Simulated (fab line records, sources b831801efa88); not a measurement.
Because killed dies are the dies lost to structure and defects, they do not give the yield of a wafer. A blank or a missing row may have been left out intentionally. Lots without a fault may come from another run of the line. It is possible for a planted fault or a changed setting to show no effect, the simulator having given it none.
fab line records | flow sky130
[record] lots = 5 wafers = 15 lastDay = 50
route steps=708 shown METAL4@627 VIA4@639 PAD_OPEN@708
lots with no fault: from the same line, run without faults
startH: start of the lot's first displayed wafer, in hours after the record's first day | waitH: hours since the lot's step before | " identical to the entry in the row above | L1.1+2: one row covering several wafers at once | - no value present, or no start provided | * or withheld: withheld | < > ~ a bound
route shown NAME@n: names a module that has steps shown in the file, with the first one's number in the route | usual: mean/standard deviation taken from wafers without a fault | same: alike in all rows | chamber/n: place in a boat | sites: per-site readings | _std_site: standard deviation across them | _edge_site: mean of outer sites minus mean of inner sites | radiusMm: for every site, how far away it sits from the centre of the wafer | mask NAME#n: copy n | behind: the tool/chamber that last shaped the wafer | hold: why the lot was held/for how many hours/how that ended | device: names the non-switching transistor (n, p or np) | end of line: tests of these same wafers at the route's end | a step without rows: its recipe alone | killed: the dies lost at the first sort to structure and to defects; this is not the yield of the wafer | map: dies across one wafer; x = killed, . = not, _ = none there
set.NAME: the setting the step ran with; set.NAME@STEP: the setting that earlier step ran with | model.NAME: the simulator's own value behind a step, which no gauge read
lots at some steps of the route; a table a step, a row a wafer
services: from which hour (startH, from the record's first day; less than 0 if before it) a tool's chamber was out of use, for how many hours, and why
[[steps]]
[step SKY_METAL4_PEB_11]
[recipe] pebTempC = withheld pebTimeS = withheld resist = KrF-thick
[step SKY_METAL4_DEVELOP_12]
[recipe] developTimeS = 62.73 resist = KrF-thick devTempC = 21
[step SKY_METAL4_CD_MEAS_13]
[recipe] targetCdNm = 300
[usual] cdNm = 300.1/1.1
// columns lot.wafer tool chamber startH waitH cdNm
L700.1 cdSem-02 - 992.05 - 300.4
L700.4 " - " " 298.5
L700.6 " - " " 298.2
L705.1 cdSem-01 - 1014.22 - 300.4
L705.3 " - " " 301.3
L705.6 " - " " 300.7
L709.1 cdSem-01 - 1076.49 - 299.8
L709.4 " - " " 301.1
L709.6 " - " " 300.7
L721.2 cdSem-01 - 1106.87 - 300.1
L721.4 " - " " 300.0
L721.6 " - " " 300.0
L723.1 cdSem-01 - 1122.19 - 300.2
L723.3 " - " " 300.1
L723.4 " - " " 300.9
[step SKY_METAL4_OVL_MEAS_14]
[usual] METAL4_OVL = 0/6.1
// columns lot.wafer tool chamber startH waitH METAL4_OVL[nm]
L700.1 overlay-01 - 992.17 0.1 10
L700.4 " - " " 6
L700.6 " - " " 9
L705.1 overlay-01 - 1014.34 0.1 0
L705.3 " - " " -7
L705.6 " - " " -7
L709.1 overlay-02 - 1076.61 0.1 -7
L709.4 " - " " -12
L709.6 " - " " -2
L721.2 overlay-02 - 1106.98 0.1 9
L721.4 " - " " 10
L721.6 " - " " 9
L723.1 overlay-02 - 1122.31 0.1 11
L723.3 " - " " 12
L723.4 " - " " 8
[step SKY_METAL4_DESCUM_15]
[recipe] chemistry = O2 sourcePowerW = 150 biasPowerW = 0 pressureMtorr = 10 tempC = 40 timeS = 8
[usual] drypumpMotorCurrentA = 6.36/0.2 oesProductAu = 1.007/0.011
// columns lot.wafer tool chamber startH waitH drypumpMotorCurrentA oesProductAu rfHoursCounterH
L700.1 rieMetal-04 0 992.21 0.0 6.34 1.018 19
L700.4 " 1 " " 6.50 0.977 -
L700.6 " 0 " " 6.32 1.005 -
L705.1 rieMetal-01 0 1014.38 0.0 6.38 1.024 17
L705.3 " 1 " " 5.75 1.004 -
L705.6 " 1 " " 5.76 1.007 -
L709.1 rieMetal-02 1 1076.64 0.0 6.30 1.014 18
L709.4 " 0 " " 6.58 1.007 -
L709.6 " 0 " " 6.59 1.011 -
L721.2 rieMetal-01 0 1107.02 0.0 6.35 1.022 -
L721.4 " 0 " " 6.35 1.032 -
L721.6 " 0 " " 6.34 1.024 -
L723.1 rieMetal-04 0 1122.35 0.0 6.31 0.997 8
L723.3 " 0 " " 6.34 0.993 -
L723.4 " 1 " " 6.49 0.987 -
[step SKY_METAL4_ETCH_16]
[recipe] chemistry = N2/H2 target = BARC ionEnergyEv = 200 biasW = 100 pressureMtorr = 30 n2FlowSccm = 100 h2FlowSccm = 200 icpW = 500 stopOn = SiO2 timeS = 88.2 targetDepthA = 600
[step SKY_METAL4_ETCH_17]
[recipe] target = SiO2 stopOn = TiN chemistry = C4F8/O2/Ar sourceW = 1500 biasW = 1200 pressureMtorr = 40 c4f8FlowSccm = withheld O2_flow_sccm = 6 Ar_flow_sccm = 300 timeS = 3.9 targetDepthA = 150
[usual] oesProductAu = 0.753/0.0087
// columns lot.wafer tool chamber startH waitH oesProductAu rfHoursCounterH
L700.1 rieDiel-01 1 992.34 0.1 0.746 15
L700.4 " 0 " " 0.753 16
L700.6 " 2 " " 0.750 -
L705.1 rieDiel-03 3 1014.51 0.1 0.749 22
L705.3 " 0 " " 0.735 18
L705.6 " 1 " " 0.762 -
L709.1 rieDiel-02 3 1076.77 0.1 0.752 18
L709.4 " 2 " " 0.738 20
L709.6 " 2 " " 0.763 -
L721.2 rieDiel-02 3 1107.27 0.1 0.748 19
L721.4 " 2 " " 0.755 21
L721.6 " 2 " " 0.763 -
L723.1 rieDiel-03 0 1122.48 0.1 0.748 21
L723.3 " 1 " " 0.764 13
L723.4 " 3 " " 0.760 2
[step SKY_METAL4_METAL_ETCH_18]
[recipe] targetDepthA = 8450 stopOn = SiO2 overEtchFrac = 0.3 timeS = 183.1 chemistry = Cl2/BCl3 resistSidewallDeg = 88 pressureMtorr = 10 icpW = 900 biasW = 48.5 Cl2_flow_sccm = 60 bcl3FlowSccm = 30
[usual] drypumpMotorCurrentA = 6.31/0.25 oesProductAu = 0.864/0.0054 throttleValvePct = 22.264/0.0086
// columns lot.wafer tool chamber startH waitH drypumpMotorCurrentA oesProductAu rfHoursCounterH throttleValvePct
L700.1 rieMetal-01 1 992.36 0.0 5.76 0.857 19 22.247
L700.4 " 0 " " 6.36 0.858 - 22.261
L700.6 " 0 " " 6.36 0.868 - 22.268
L705.1 rieMetal-04 1 1014.53 0.0 6.47 0.861 20 22.248
L705.3 " 1 " " 6.45 0.859 - 22.246
L705.6 " 1 " " 6.47 0.869 - 22.254
L709.1 rieMetal-04 0 1076.79 0.0 6.33 0.871 4 22.254
L709.4 " 0 " " 6.32 0.868 - 22.284
L709.6 " 1 " " 6.48 0.866 - 22.259
L721.2 rieMetal-02 1 1107.29 0.0 6.31 0.863 21 22.258
L721.4 " 1 " " 6.32 0.869 - 22.254
L721.6 " 1 " " 6.32 0.869 - 22.274
L723.1 rieMetal-02 0 1122.50 0.0 6.57 0.863 5 22.251
L723.3 " 0 " " 6.56 0.868 - 22.277
L723.4 " 1 " " 6.32 0.859 - 22.244
[step SKY_METAL4_STRIP_19]
[recipe] chemistry = O2/N2 powerW = 1400 pressureMtorr = 1500 platenTempC = withheld o2FlowSccm = 3000 n2FlowSccm = 300 overashFraction = 0.5
[usual] drypumpMotorCurrentA = 5.5/0.52 oesProductAu = 0.499/0.007 stripTimeToEndpointS = 6.45/0.12
// columns lot.wafer tool chamber startH waitH drypumpMotorCurrentA oesProductAu rfHoursCounterH stripTimeToEndpointS
L700.1 plasmaAsher-04 1 992.54 0.1 5.5 0.504 122 6.56
L700.4 " 0 " " 6.2 0.493 - 6.47
L700.6 " 0 " " 6.2 0.494 - 6.43
L705.1 plasmaAsher-04 1 1014.88 0.3 5.4 0.512 125 6.74
L705.3 " 0 " " 6.2 0.510 - 6.68
L705.6 " 0 " " 6.2 0.510 - 6.70
L709.1 plasmaAsher-03 0 1076.97 0.1 6.1 0.495 97 6.44
L709.4 " 0 " " 6.1 0.501 - 6.41
L709.6 " 1 " " 5.6 0.493 - 6.44
L721.2 plasmaAsher-02 0 1107.47 0.1 5.2 0.496 34 6.37
L721.4 " 0 " " 5.2 0.495 - 6.31
L721.6 " 1 " " 4.7 0.494 - 6.34
L723.1 plasmaAsher-02 1 1122.68 0.1 4.7 0.505 36 6.41
L723.3 " 1 " " 4.7 0.491 - 6.30
L723.4 " 0 " " 5.2 0.500 - 6.49
[step SKY_METAL4_STRIP_20]
[recipe] chemistry = postEtchResidueRemover timeS = 1200 tempC = 72.5
[step SKY_METAL4_CLEAN_21]
[recipe] chemistry = IPA timeS = 180 tempC = 25
[step SKY_METAL4_CLEAN_22]
[recipe] chemistry = O3/DIW dry = n2Spin
[step SKY_VIA4_HDPCVD_00]
[recipe] material = SiO2 targetThkNm = 1750 sigmaOpenFrac = 0.3 timeS = 291.7 tempC = 400 sih4FlowSccm = 60 pressureMtorr = 6
// columns lot.wafer tool chamber startH waitH model.SiO2_of_VIA4_HDPCVD_00.thkNm
L700.1 hdpcvd-02 1 993.13 0.0 1729
L700.4 " 1 " " 1723
L700.6 " 0 " " 1774
L705.1 hdpcvd-01 0 1015.47 0.0 1763
L705.3 " 2 " " 1785
L705.6 " 2 " " 1796
L709.1 hdpcvd-01 2 1077.66 0.0 3375
L709.4 " 0 " " 1751
L709.6 " 2 " " 3406
L721.2 hdpcvd-02 1 1108.07 0.0 1803
L721.4 " 2 " " 1741
L721.6 " 0 " " 1797
L723.1 hdpcvd-02 1 1123.45 0.0 1775
L723.3 " 2 " " 1728
L723.4 " 1 " " 1773
[step SKY_VIA4_THK_MEAS_01]
[recipe] reads = SiO2_of_VIA4_HDPCVD_00
[usual] VIA4_HDPCVD_THK = 1762/25
// columns lot.wafer tool chamber startH waitH VIA4_HDPCVD_THK[nm]
L700.1 filmMetro-01 - 993.31 0.1 1729
L700.4 " - " " 1724
L700.6 " - " " 1774
L705.1 filmMetro-01 - 1015.65 0.1 1764
L705.3 " - " " 1785
L705.6 " - " " 1795
L709.1 filmMetro-03 - 1077.84 0.1 3375
L709.4 " - " " 1752
L709.6 " - " " 3406
L721.2 filmMetro-03 - 1108.26 0.1 1801
L721.4 " - " " 1742
L721.6 " - " " 1796
L723.1 filmMetro-02 - 1123.71 0.2 1775
L723.3 " - " " 1728
L723.4 " - " " 1774
[step SKY_VIA4_CMP_02]
[recipe] material = SiO2 downForcePsi = 4 platenRpm = 60 padVelocityMS = 0.94248
[usual] edgeZonePressureFrac = 1.001/0.0049 motorCurrentA = 11.6/0.97
// columns lot.wafer tool chamber startH waitH edgeZonePressureFrac motorCurrentA
L700.4 cmp-02 1 993.37 0.0 0.992 12.1
L700.1 " 3 " " 0.997 9.3
L700.6 " 1 " " 1.003 12.0
L705.3 cmp-01 2 1015.81 0.1 1.012 12.7
L705.1 " 3 " " 1.002 11.2
L705.6 " 0 " " 1.007 11.2
L709.4 cmp-02 2 1078.12 0.2 1.007 13.2
L709.1 " 3 " " 0.997 9.8
L709.6 " 1 " " 1.000 12.8
L721.2 cmp-01 0 1108.31 0.0 1.000 11.8
L721.4 " 2 " " 1.001 12.7
L721.6 " 0 " " 1.000 11.7
L723.3 cmp-02 3 1123.82 0.1 0.997 9.8
L723.1 " 0 " " 0.999 10.8
L723.4 " 1 " " 1.003 13.7
[step SKY_PAD_OPEN_PROBE_99]
[usual] defectLimitedYield = 82.7/2 killed_at_M0_to_M3 = 42/7.4 killed_at_M4_up = 3.5/1.9 killedAtContacts = 24/5.2 killedAtFrontEnd = 15/4.5 killedAtOther = 0.2/0.53 killedDies = 85/9.8 killedOpen = 46/7.6 killedShort = 39/6.5 sort_bin_3_pad_short = 0.9/0.4 sort_bin_5_function = 10.3/1.5 sort_bin_6_memory = 6.1/1.1 sortNPass = 407/9.8 sortYieldPct = 82.7/2
[same] grossDies = 492 killedAtBackSide = 0 sort_bin_4_leakage[%] = 0 sort_bin_8_speed[%] = 0
// columns lot.wafer tool chamber startH waitH defectLimitedYield[%] killed_at_M0_to_M3 killed_at_M4_up killedAtContacts killedAtFrontEnd killedAtOther killedDies killedOpen killedShort sort_bin_3_pad_short[%] sort_bin_5_function[%] sort_bin_6_memory[%] sortNPass sortYieldPct[%]
L721.2 prober-01 - 1188.00 0.1 83.9 39 5 18 17 0 79 42 36 0.6 9.8 5.7 413 83.9
L721.4 prober-01 - 1188.10 0.2 81.1 45 4 20 23 1 93 52 41 1.0 10.8 7.1 399 81.1
L721.6 prober-01 - 1188.20 0.2 78.7 49 5 36 14 1 105 50 55 1.0 12.8 7.5 387 78.7
// killed by level:class
L721.2 VIA1:geometricParticle:open=12 CONTACT:geometricParticle:open=7 VIA3:geometricParticle:open=7 METAL1:geometricParticle:short=6 POLY_GATE:geometricParticle:open=4 POLY_GATE:geometricParticle:short=4 LOCAL_INTERCONNECT:geometricParticle:short=4 VIA2:geometricParticle:open=4
L721.4 VIA2:geometricParticle:open=8 CONTACT:geometricParticle:open=8 VIA1:geometricParticle:open=8 FIELD_ISO:geometricParticle:open=7 METAL1:geometricParticle:short=7 CONTACT:geometricParticle:short=7 FIELD_ISO:geometricParticle:short=5 VIA3:geometricParticle:open=5
L721.6 CONTACT:geometricParticle:open=11 VIA1:geometricParticle:open=9 LI_CONTACT:geometricParticle:open=9 CONTACT:geometricParticle:short=8 METAL1:geometricParticle:short=8 VIA3:geometricParticle:open=6 METAL2:geometricParticle:short=6 LOCAL_INTERCONNECT:geometricParticle:short=5
[[services]]
// columns tool chamber startH hours kind
cmp-02 - 969.77 1.9 repair
cmp-02 - 971.05 1.2 repair
cmp-01 - 975.64 4.8 pm
rieDiel-03 3 988.73 6.5 repair
rieMetal-04 0 1000.42 - clean
rieMetal-04 0 1000.42 32.6 scheduledDown
rieMetal-04 0 1000.42 32.6 ventCycle
rieDiel-03 - 1004.10 2.8 pm
plasmaAsher-04 - 1016.43 2.8 pm
plasmaAsher-04 - 1055.25 9.0 pm
rieMetal-01 - 1055.56 2.8 pm
cmp-02 - 1068.86 7.1 pm
cmp-01 - 1084.19 4.0 pm
hdpcvd-02 - 1087.49 0.6 repair
rieMetal-02 - 1088.32 4.3 pm
plasmaAsher-04 - 1089.68 0.6 repair
cmp-01 - 1089.76 1.8 repair
rieMetal-04 0 1092.70 2.3 repair
cmp-01 - 1094.01 2.3 repair
hdpcvd-02 0 1110.13 14.2 repair
rieDiel-03 0 1115.06 6.3 repair
hdpcvd-02 - 1115.22 2.0 repair
cmp-01 - 1119.14 1.5 repair
rieMetal-01 - 1119.15 1.0 repair
[[key]]
[firstSign] step = SKY_VIA4_THK_MEAS_01 reading = VIA4_HDPCVD_THK direction = up sigmas = 64 usual = 1762 struck = 3390
effect none on later readings
[modelEffect] step = SKY_VIA4_HDPCVD_00 value = SiO2_of_VIA4_HDPCVD_00.thkNm without = 1754 struck = 3391
metAt SKY_VIA4_HDPCVD_00
struckWafers L709.1,L709.6
onsetBetween 1015.47 1077.66
[fault] kind = processParameterDrift tool = hdpcvd-01 chamber = - onsetH = 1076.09 steps = SKY_VIA4_HDPCVD_00 channel = targetThkNm offset = 1636.3 shape = step endH = 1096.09 scope = struckWafersOnly actsIn = theseRecipesOnly stated = 1750
